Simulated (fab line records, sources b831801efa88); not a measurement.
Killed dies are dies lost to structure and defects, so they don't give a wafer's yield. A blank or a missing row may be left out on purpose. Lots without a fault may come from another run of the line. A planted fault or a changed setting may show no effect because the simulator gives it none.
A struck lot beside a sound one | flow sky130 | 17 steps out of a route of 708
Sound: wafers L897.1, L897.2, L897.6. Struck: wafer L910.2. (L910.4, L910.6 of the same lot were not struck and are left out.) The cause comes at the end.
At each step with rows: each side's tool, then ch and its chambers, then its first start. Under that, the readings that differ: sound wafers | struck wafers | difference of the means | sigmas: that difference in standard deviations of wafers without a fault.
alike: readings whose means differ by less than 2 such deviations, and words and numbers that are the same on both sides. not compared: withheld readings, readings that some wafer has no value for, bounds like >300 that may hide the same value, and numbers for which the record gives no deviation and whose values overlap.
The two part at a step that has a row with sigmas, a row that says differs or no value, or rows on one side only. Numbers that don't overlap but have no deviation are shown without sigmas and don't part them. A reading that every wafer of one side lacks parts them only if that side has two wafers or more.

first, 1 step without rows for these wafers: SKY_POLY_GATE_CVD_03 (deposits Si3N4 from DCS/NH3, target thk 75 nm, time 1290 s).
SKY_POLY_GATE_THK_MEAS_04:
  sound on film_metro-01, day 16 22:02; struck on film_metro-01, day 22 01:22
  alike: POLY_GATE_CVD_03_THK
then, 8 steps without rows for these wafers: SKY_POLY_GATE_DEHYDRATE_05 (time 60 s); SKY_POLY_GATE_HMDS_06 (prime time 60 s); SKY_POLY_GATE_COAT_07 (resist thk 110 nm); SKY_POLY_GATE_COAT_08 (resist thk 450 nm); SKY_POLY_GATE_SOFTBAKE_09 (time 90 s); SKY_POLY_GATE_EXPOSE_10 (exposes mask P1M, target cd 150 nm); SKY_POLY_GATE_PEB_11; SKY_POLY_GATE_DEVELOP_12 (develop time 60 s).
SKY_POLY_GATE_CD_MEAS_13: target cd 150 nm.
  sound on cd_sem-02, day 18 03:43; struck on cd_sem-02, day 23 08:13
  alike: cd_nm
SKY_POLY_GATE_OVL_MEAS_14:
  sound on overlay-02, day 18 03:50; struck on overlay-01, day 23 08:19
  alike: POLY_GATE_OVL
SKY_POLY_GATE_ETCH_15: etches BARC in N2/H2, stops on SiO2, time 118.5 s, target depth 110 nm.
  sound on rie_diel-03 ch 0,1, day 18 03:53; struck on rie_diel-04 ch 2, day 23 08:20
  reading                                          | sound               | struck | difference | sigmas
  bias_w (W)                                       | 100.04 100.28 99.80 | 123.24 | +23.20     | +80
  model.KrF-thick_of_POLY_GATE_COAT_08.thk_nm (nm) | 344 345.7 345.2     | 340.7  | -4.3       |
  model.SiO2_of_SONOS_ONO_CVD_04.thk_nm (nm)       | 4.325 4.199 4.289   | 3.625  | -0.646     |
  alike: drypump_motor_current_A, oes_product_au, throttle_valve_pct
  not compared: rf_hours_counter_h
SKY_POLY_GATE_ETCH_16: etches Si3N4 in CH3F/O2, stops on poly-Si, time 147.5 s, target depth 75 nm.
  sound on rie_diel-03 ch 0,1, day 18 03:58; struck on rie_diel-04 ch 2, day 23 08:25
  alike: O2_flow_sccm, bias_w, ch3f_flow_sccm, drypump_motor_current_A, oes_product_au, throttle_valve_pct
  not compared: rf_hours_counter_h
SKY_POLY_GATE_ETCH_17: etches poly-Si in HBr/Cl2, stops on SiO2, target depth 180 nm, time 70.5 s.
  sound on rie_si-02 ch 0,2,3, day 18 04:04; struck on rie_si-01 ch 0, day 23 08:31
  reading                                          | sound                | struck | difference | sigmas
  throttle_valve_pct (%)                           | 33.687 33.664 33.686 | 33.662 | -0.017     | -2
  model.KrF-thick_of_POLY_GATE_COAT_08.thk_nm (nm) | 139.3 140.5 137.3    | 140.8  | +1.8       |
  alike: bias_w, drypump_motor_current_A, oes_product_au
  not compared: rf_hours_counter_h
SKY_POLY_GATE_STRIP_18: strips in O2/N2.
  sound on plasma_asher-02 ch 0,1, day 18 04:07; struck on plasma_asher-02 ch 1, day 23 08:35
  alike: drypump_motor_current_A, oes_product_au, strip_time_to_endpoint_s
  not compared: rf_hours_counter_h
SKY_PAD_OPEN_PROBE_99:
  the record has rows for the sound wafers here (prober-01, day 47 00:56) and none for the struck ones

WHERE THEY PART
First at SKY_POLY_GATE_ETCH_15; last, within this record, at SKY_PAD_OPEN_PROBE_99.

WHY: what the simulator had put in
Process parameter drift: rie_diel-04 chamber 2, from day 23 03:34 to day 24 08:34, at SKY_POLY_GATE_ETCH_15. Setting bias_w, moved by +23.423, from 100. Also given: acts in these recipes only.
